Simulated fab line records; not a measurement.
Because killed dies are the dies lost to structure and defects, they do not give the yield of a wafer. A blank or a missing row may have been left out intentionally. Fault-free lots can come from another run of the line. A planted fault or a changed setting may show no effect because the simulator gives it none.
The tool behind it: which one? :: flow sky130 :: Sampling: 14 lots, 40 wafers, 6 of 708 route steps

WHAT THE GAUGES SHOWED, per wafer
SKY_LDD_N_TW_MEAS_17.
lot: L119
measured: day 19 03:27
on: film_metro-01
LDD_N_TW: 2596 2588 2587

lot: L120
measured: day 19 15:53
on: film_metro-01
LDD_N_TW: 2582 2575 2589

lot: L121
measured: day 19 19:58
on: film_metro-02
LDD_N_TW: 2617 2620 2611

lot: L122
measured: day 20 04:18
on: film_metro-02
LDD_N_TW: 2617 2616 2633

lot: L123
measured: day 20 10:43
on: film_metro-02
LDD_N_TW: 2624 2614

lot: L124
measured: day 21 02:43
on: film_metro-01
LDD_N_TW: 2604 2610 2602

lot: L126
measured: day 21 15:13
on: film_metro-02
LDD_N_TW: 2593 2600 2602

lot: L128
measured: day 22 04:50
on: film_metro-01
LDD_N_TW: 2608 2602 2595

lot: L129
measured: day 22 20:21
on: film_metro-02
LDD_N_TW: 2630 2641 2600

lot: L130
measured: day 23 11:25
on: film_metro-02
LDD_N_TW: 2620 2610 2610

lot: L133
measured: day 24 00:55
on: film_metro-02
LDD_N_TW: 2610 2609 2613

lot: L137
measured: day 25 15:28
on: film_metro-04
LDD_N_TW: 2883 2898 2896

lot: L139
measured: day 26 03:18
on: film_metro-01
LDD_N_TW: 2861 2863 2863

lot: L140
measured: day 26 05:23
on: film_metro-04
LDD_N_TW: 2613 2617

SKY_LI_CONTACT_OVL_MEAS_13.
lot: L119
measured: day 30 07:34
on: overlay-01
LI_CONTACT_OVL (nm): 8 6 5

lot: L120
measured: day 30 18:02
on: overlay-02
LI_CONTACT_OVL (nm): -2 -1 -8

lot: L121
measured: day 31 01:07
on: overlay-01
LI_CONTACT_OVL (nm): 11 5 11

lot: L122
measured: day 31 04:32
on: overlay-01
LI_CONTACT_OVL (nm): 0 -2 2

lot: L123
measured: day 31 11:04
on: overlay-02
LI_CONTACT_OVL (nm): 3 1

lot: L124
measured: day 32 00:17
on: overlay-02
LI_CONTACT_OVL (nm): -3 -9 -6

lot: L126
measured: day 32 10:54
on: overlay-01
LI_CONTACT_OVL (nm): 4 -1 2

lot: L128
measured: day 32 22:16
on: overlay-01
LI_CONTACT_OVL (nm): -8 -4 -7

lot: L129
measured: day 33 15:20
on: overlay-01
LI_CONTACT_OVL (nm): 0 0 0

lot: L130
measured: day 34 03:43
on: overlay-01
LI_CONTACT_OVL (nm): 4 8 4

lot: L133
measured: day 34 15:12
on: overlay-01
LI_CONTACT_OVL (nm): 5 3 1

lot: L137
measured: day 36 04:16
on: overlay-02
LI_CONTACT_OVL (nm): -2 2 13

lot: L139
measured: day 36 13:57
on: overlay-02
LI_CONTACT_OVL (nm): 1 0 -1

lot: L140
measured: day 36 14:32
on: overlay-02
LI_CONTACT_OVL (nm): -1 -5

TOOL THAT RAN EACH LOT (tool first, then ch and the chambers of the sampled wafers, then the start)
lot: L119
SKY_VT_ADJUST_LVTN_STRIP_09: plasma_asher-02 ch 0,1, day 7 17:20
SKY_VT_ADJUST_HVTR_STRIP_10: plasma_asher-04 ch 0,1, day 10 12:03
SKY_LDD_N_IMPLANT_11: implanter-02 ch 0, day 19 02:36
SKY_LDD_N_STRIP_16: plasma_asher-03 ch 0,1, day 19 03:21

lot: L120
SKY_VT_ADJUST_LVTN_STRIP_09: plasma_asher-02 ch 0,1, day 8 00:09
SKY_VT_ADJUST_HVTR_STRIP_10: plasma_asher-03 ch 0,1, day 10 20:03
SKY_LDD_N_IMPLANT_11: implanter-02 ch 0, day 19 15:04
SKY_LDD_N_STRIP_16: plasma_asher-03 ch 0,1, day 19 15:48

lot: L121
SKY_VT_ADJUST_LVTN_STRIP_09: plasma_asher-03 ch 0,1, day 8 03:51
SKY_VT_ADJUST_HVTR_STRIP_10: plasma_asher-01 ch 0,1, day 11 00:36
SKY_LDD_N_IMPLANT_11: implanter-03 ch 0, day 19 19:09
SKY_LDD_N_STRIP_16: plasma_asher-03 ch 0,1, day 19 19:53

lot: L122
SKY_VT_ADJUST_LVTN_STRIP_09: plasma_asher-02 ch 0,1, day 8 07:13
SKY_VT_ADJUST_HVTR_STRIP_10: plasma_asher-01 ch 0, day 11 04:44
SKY_LDD_N_IMPLANT_11: implanter-03 ch 0, day 20 03:27
SKY_LDD_N_STRIP_16: plasma_asher-04 ch 0,1, day 20 04:12

lot: L123
SKY_VT_ADJUST_LVTN_STRIP_09: plasma_asher-03 ch 1, day 8 13:41
SKY_VT_ADJUST_HVTR_STRIP_10: plasma_asher-04 ch 1, day 11 11:36
SKY_LDD_N_IMPLANT_11: implanter-04 ch 0, day 20 09:52
SKY_LDD_N_STRIP_16: plasma_asher-04 ch 0,1, day 20 10:36

lot: L124
SKY_VT_ADJUST_LVTN_STRIP_09: plasma_asher-02 ch 0,1, day 8 22:32
SKY_VT_ADJUST_HVTR_STRIP_10: plasma_asher-03 ch 0, day 11 21:20
SKY_LDD_N_IMPLANT_11: implanter-03 ch 0, day 21 01:52
SKY_LDD_N_STRIP_16: plasma_asher-04 ch 0,1, day 21 02:37

lot: L126
SKY_VT_ADJUST_LVTN_STRIP_09: plasma_asher-03 ch 0,1, day 9 06:37
SKY_VT_ADJUST_HVTR_STRIP_10: plasma_asher-01 ch 0,1, day 12 08:42
SKY_LDD_N_IMPLANT_11: implanter-04 ch 0, day 21 14:22
SKY_LDD_N_STRIP_16: plasma_asher-03 ch 0,1, day 21 15:07

lot: L128
SKY_VT_ADJUST_LVTN_STRIP_09: plasma_asher-03 ch 0,1, day 9 23:03
SKY_VT_ADJUST_HVTR_STRIP_10: plasma_asher-04 ch 0,1, day 13 01:37
SKY_LDD_N_IMPLANT_11: implanter-03 ch 0, day 22 03:59
SKY_LDD_N_STRIP_16: plasma_asher-02 ch 0,1, day 22 04:43

lot: L129
SKY_VT_ADJUST_LVTN_STRIP_09: plasma_asher-04 ch 0,1, day 10 10:25
SKY_VT_ADJUST_HVTR_STRIP_10: plasma_asher-03 ch 0,1, day 13 16:05
SKY_LDD_N_IMPLANT_11: implanter-03 ch 0, day 22 19:32
SKY_LDD_N_STRIP_16: plasma_asher-04 ch 0,1, day 22 20:15

lot: L130
SKY_VT_ADJUST_LVTN_STRIP_09: plasma_asher-02 ch 0,1, day 10 19:31
SKY_VT_ADJUST_HVTR_STRIP_10: plasma_asher-04 ch 0,1, day 14 01:33
SKY_LDD_N_IMPLANT_11: implanter-02 ch 0, day 23 10:34
SKY_LDD_N_STRIP_16: plasma_asher-04 ch 0,1, day 23 11:19

lot: L133
SKY_VT_ADJUST_LVTN_STRIP_09: plasma_asher-02 ch 0,1, day 11 08:57
SKY_VT_ADJUST_HVTR_STRIP_10: plasma_asher-03 ch 0,1, day 14 16:23
SKY_LDD_N_IMPLANT_11: implanter-03 ch 0, day 24 00:04
SKY_LDD_N_STRIP_16: plasma_asher-03 ch 1, day 24 00:49

lot: L137
SKY_VT_ADJUST_LVTN_STRIP_09: plasma_asher-03 ch 0,1, day 12 17:49
SKY_VT_ADJUST_HVTR_STRIP_10: plasma_asher-01 ch 0,1, day 16 03:25
SKY_LDD_N_IMPLANT_11: implanter-03 ch 0, day 25 14:37
SKY_LDD_N_STRIP_16: plasma_asher-03 ch 0,1, day 25 15:21

lot: L139
SKY_VT_ADJUST_LVTN_STRIP_09: plasma_asher-03 ch 0,1, day 13 05:42
SKY_VT_ADJUST_HVTR_STRIP_10: plasma_asher-04 ch 0,1, day 16 16:10
SKY_LDD_N_IMPLANT_11: implanter-03 ch 0, day 26 02:27
SKY_LDD_N_STRIP_16: plasma_asher-03 ch 0,1, day 26 03:12

lot: L140
SKY_VT_ADJUST_LVTN_STRIP_09: plasma_asher-02 ch 0, day 13 11:03
SKY_VT_ADJUST_HVTR_STRIP_10: plasma_asher-04 ch 1, day 16 20:03
SKY_LDD_N_IMPLANT_11: implanter-02 ch 0, day 26 04:34
SKY_LDD_N_STRIP_16: plasma_asher-03 ch 1, day 26 05:18
- SKY_VT_ADJUST_LVTN_STRIP_09: strips in O2/N2.
- SKY_VT_ADJUST_HVTR_STRIP_10: strips in O2/N2.
- SKY_LDD_N_IMPLANT_11
- SKY_LDD_N_STRIP_16: strips in O2/N2.

AS READ BY THE TOOLS THEMSELVES (means over the sampled wafers that have a number; for cases with no such wafer, the mark the record gives instead)
SKY_VT_ADJUST_LVTN_STRIP_09.
lot: L119
tool: plasma_asher-02
drypump_motor_current_A (A): 6.3
oes_product_au (a.u.): 0.720
strip_time_to_endpoint_s (s): 36.90

lot: L120
tool: plasma_asher-02
drypump_motor_current_A (A): 6.3
oes_product_au (a.u.): 0.720
strip_time_to_endpoint_s (s): 36.90

lot: L121
tool: plasma_asher-03
drypump_motor_current_A (A): 5.4
oes_product_au (a.u.): 0.720
strip_time_to_endpoint_s (s): 36.76

lot: L122
tool: plasma_asher-02
drypump_motor_current_A (A): 6.3
oes_product_au (a.u.): 0.719
strip_time_to_endpoint_s (s): 37.05

lot: L123
tool: plasma_asher-03
drypump_motor_current_A (A): 5.5
oes_product_au (a.u.): 0.720
strip_time_to_endpoint_s (s): 37.06

lot: L124
tool: plasma_asher-02
drypump_motor_current_A (A): 6.3
oes_product_au (a.u.): 0.721
strip_time_to_endpoint_s (s): 36.90

lot: L126
tool: plasma_asher-03
drypump_motor_current_A (A): 5.4
oes_product_au (a.u.): 0.725
strip_time_to_endpoint_s (s): 36.95

lot: L128
tool: plasma_asher-03
drypump_motor_current_A (A): 5.4
oes_product_au (a.u.): 0.724
strip_time_to_endpoint_s (s): 36.84

lot: L129
tool: plasma_asher-04
drypump_motor_current_A (A): 5.5
oes_product_au (a.u.): 0.724
strip_time_to_endpoint_s (s): 36.95

lot: L130
tool: plasma_asher-02
drypump_motor_current_A (A): 6.2
oes_product_au (a.u.): 0.720
strip_time_to_endpoint_s (s): 37.04

lot: L133
tool: plasma_asher-02
drypump_motor_current_A (A): 6.4
oes_product_au (a.u.): 0.723
strip_time_to_endpoint_s (s): 37.01

lot: L137
tool: plasma_asher-03
drypump_motor_current_A (A): 5.4
oes_product_au (a.u.): 0.727
strip_time_to_endpoint_s (s): 36.93

lot: L139
tool: plasma_asher-03
drypump_motor_current_A (A): 5.4
oes_product_au (a.u.): 0.722
strip_time_to_endpoint_s (s): 37.04

lot: L140
tool: plasma_asher-02
drypump_motor_current_A (A): 6.0
oes_product_au (a.u.): 0.718
strip_time_to_endpoint_s (s): 37.01

SKY_VT_ADJUST_HVTR_STRIP_10.
lot: L119
tool: plasma_asher-04
drypump_motor_current_A (A): 5.9
oes_product_au (a.u.): 0.717
strip_time_to_endpoint_s (s): 14.34

lot: L120
tool: plasma_asher-03
drypump_motor_current_A (A): 5.4
oes_product_au (a.u.): 0.717
strip_time_to_endpoint_s (s): 14.28

lot: L121
tool: plasma_asher-01
drypump_motor_current_A (A): 5.9
oes_product_au (a.u.): 0.716
strip_time_to_endpoint_s (s): 14.33

lot: L122
tool: plasma_asher-01
drypump_motor_current_A (A): 5.4
oes_product_au (a.u.): 0.712
strip_time_to_endpoint_s (s): 14.28

lot: L123
tool: plasma_asher-04
drypump_motor_current_A (A): 6.3
oes_product_au (a.u.): 0.717
strip_time_to_endpoint_s (s): 14.29

lot: L124
tool: plasma_asher-03
drypump_motor_current_A (A): 5.3
oes_product_au (a.u.): 0.713
strip_time_to_endpoint_s (s): 14.40

lot: L126
tool: plasma_asher-01
drypump_motor_current_A (A): 5.6
oes_product_au (a.u.): 0.716
strip_time_to_endpoint_s (s): 14.37

lot: L128
tool: plasma_asher-04
drypump_motor_current_A (A): 5.6
oes_product_au (a.u.): 0.717
strip_time_to_endpoint_s (s): 14.29

lot: L129
tool: plasma_asher-03
drypump_motor_current_A (A): 5.4
oes_product_au (a.u.): 0.716
strip_time_to_endpoint_s (s): 14.32

lot: L130
tool: plasma_asher-04
drypump_motor_current_A (A): 5.5
oes_product_au (a.u.): 0.716
strip_time_to_endpoint_s (s): 14.35

lot: L133
tool: plasma_asher-03
drypump_motor_current_A (A): 5.4
oes_product_au (a.u.): 0.715
strip_time_to_endpoint_s (s): 14.35

lot: L137
tool: plasma_asher-01
drypump_motor_current_A (A): 5.9
oes_product_au (a.u.): 0.719
strip_time_to_endpoint_s (s): 14.31

lot: L139
tool: plasma_asher-04
drypump_motor_current_A (A): 5.9
oes_product_au (a.u.): 0.715
strip_time_to_endpoint_s (s): 14.28

lot: L140
tool: plasma_asher-04
drypump_motor_current_A (A): 6.4
oes_product_au (a.u.): 0.714
strip_time_to_endpoint_s (s): 14.33

SKY_LDD_N_IMPLANT_11.
lot: L119
tool: implanter-02
beam_on_s (s): 10.17
dose_ions_cm2: 7.498e+13
faraday_current_uA: 415

lot: L120
tool: implanter-02
beam_on_s (s): 10.09
dose_ions_cm2: 7.499e+13
faraday_current_uA: 419

lot: L121
tool: implanter-03
beam_on_s (s): 9.93
dose_ions_cm2: 7.504e+13
faraday_current_uA: 425

lot: L122
tool: implanter-03
beam_on_s (s): 9.83
dose_ions_cm2: 7.501e+13
faraday_current_uA: 430

lot: L123
tool: implanter-04
beam_on_s (s): 9.98
dose_ions_cm2: 7.502e+13
faraday_current_uA: 422

lot: L124
tool: implanter-03
beam_on_s (s): 10.16
dose_ions_cm2: 7.500e+13
faraday_current_uA: 416

lot: L126
tool: implanter-04
beam_on_s (s): 10.15
dose_ions_cm2: 7.500e+13
faraday_current_uA: 416

lot: L128
tool: implanter-03
beam_on_s (s): 9.97
dose_ions_cm2: 7.500e+13
faraday_current_uA: 424

lot: L129
tool: implanter-03
beam_on_s (s): 10.11
dose_ions_cm2: 7.500e+13
faraday_current_uA: 419

lot: L130
tool: implanter-02
beam_on_s (s): 10.13
dose_ions_cm2: 7.494e+13
faraday_current_uA: 417

lot: L133
tool: implanter-03
beam_on_s (s): 9.91
dose_ions_cm2: 7.514e+13
faraday_current_uA: 427

lot: L137
tool: implanter-03
beam_on_s (s): 39.27
dose_ions_cm2: 3.434e+14
faraday_current_uA: 493

lot: L139
tool: implanter-03
beam_on_s (s): 38.73
dose_ions_cm2: 3.434e+14
faraday_current_uA: 501

lot: L140
tool: implanter-02
beam_on_s (s): 9.70
dose_ions_cm2: 7.500e+13
faraday_current_uA: 434

SKY_LDD_N_STRIP_16.
lot: L119
tool: plasma_asher-03
drypump_motor_current_A (A): 5.4
oes_product_au (a.u.): 0.409
strip_time_to_endpoint_s (s): 4.321

lot: L120
tool: plasma_asher-03
drypump_motor_current_A (A): 5.4
oes_product_au (a.u.): 0.405
strip_time_to_endpoint_s (s): 4.314

lot: L121
tool: plasma_asher-03
drypump_motor_current_A (A): 5.4
oes_product_au (a.u.): 0.405
strip_time_to_endpoint_s (s): 4.317

lot: L122
tool: plasma_asher-04
drypump_motor_current_A (A): 5.9
oes_product_au (a.u.): 0.408
strip_time_to_endpoint_s (s): 4.321

lot: L123
tool: plasma_asher-04
drypump_motor_current_A (A): 5.8
oes_product_au (a.u.): 0.406
strip_time_to_endpoint_s (s): 4.329

lot: L124
tool: plasma_asher-04
drypump_motor_current_A (A): 5.9
oes_product_au (a.u.): 0.404
strip_time_to_endpoint_s (s): 4.289

lot: L126
tool: plasma_asher-03
drypump_motor_current_A (A): 5.4
oes_product_au (a.u.): 0.407
strip_time_to_endpoint_s (s): 4.314

lot: L128
tool: plasma_asher-02
drypump_motor_current_A (A): 6.2
oes_product_au (a.u.): 0.410
strip_time_to_endpoint_s (s): 4.333

lot: L129
tool: plasma_asher-04
drypump_motor_current_A (A): 5.9
oes_product_au (a.u.): 0.407
strip_time_to_endpoint_s (s): 4.316

lot: L130
tool: plasma_asher-04
drypump_motor_current_A (A): 6.0
oes_product_au (a.u.): 0.407
strip_time_to_endpoint_s (s): 4.325

lot: L133
tool: plasma_asher-03
drypump_motor_current_A (A): 5.5
oes_product_au (a.u.): 0.409
strip_time_to_endpoint_s (s): 4.314

lot: L137
tool: plasma_asher-03
drypump_motor_current_A (A): 5.4
oes_product_au (a.u.): 0.404
strip_time_to_endpoint_s (s): 5.003

lot: L139
tool: plasma_asher-03
drypump_motor_current_A (A): 5.4
oes_product_au (a.u.): 0.401
strip_time_to_endpoint_s (s): 5.000

lot: L140
tool: plasma_asher-03
drypump_motor_current_A (A): 5.5
oes_product_au (a.u.): 0.410
strip_time_to_endpoint_s (s): 4.306

THE ANSWER, worked out from the rows above alone
Rule: the usual values come from the lots themselves. The widest of any qualifying gaps counts: lots, ordered by their means at a reading, are off when they make up no more than a third of the lots, leave a main group of 4 or more, and stand apart from it by 3 or more times the standard deviation of that group's means. Not used: any main group whose means are identical at the precision the tables above print for the reading. A lot without any number at a reading at which 4 lots or more have one is off too. All remaining lots with rows at the step are treated as sound. Order of review: gauges by route order, followed by the tools' own readings, for which a lot's mean as printed above is used. At the first step where some lot is off, the reading lying furthest off is the one used; lots without a number count as furthest.
Off: L137, L139, seen at SKY_LDD_N_TW_MEAS_17 (LDD_N_TW). Mean 2608 and standard deviation 12 in the main group.
If a tool, at a process step before that reading, ran all the lots that are off and no sound lot after the first of them, it fits. The gauges at SKY_LDD_N_TW_MEAS_17 aren't tried: what is off there is off at SKY_LDD_N_IMPLANT_11 too, on other tools, and a gauge's error can't cause that. Undecided on this evidence; 2 tools fit (plasma_asher-03 at SKY_VT_ADJUST_LVTN_STRIP_09, implanter-03 at SKY_LDD_N_IMPLANT_11).

WHAT THE SIMULATOR PUT IN
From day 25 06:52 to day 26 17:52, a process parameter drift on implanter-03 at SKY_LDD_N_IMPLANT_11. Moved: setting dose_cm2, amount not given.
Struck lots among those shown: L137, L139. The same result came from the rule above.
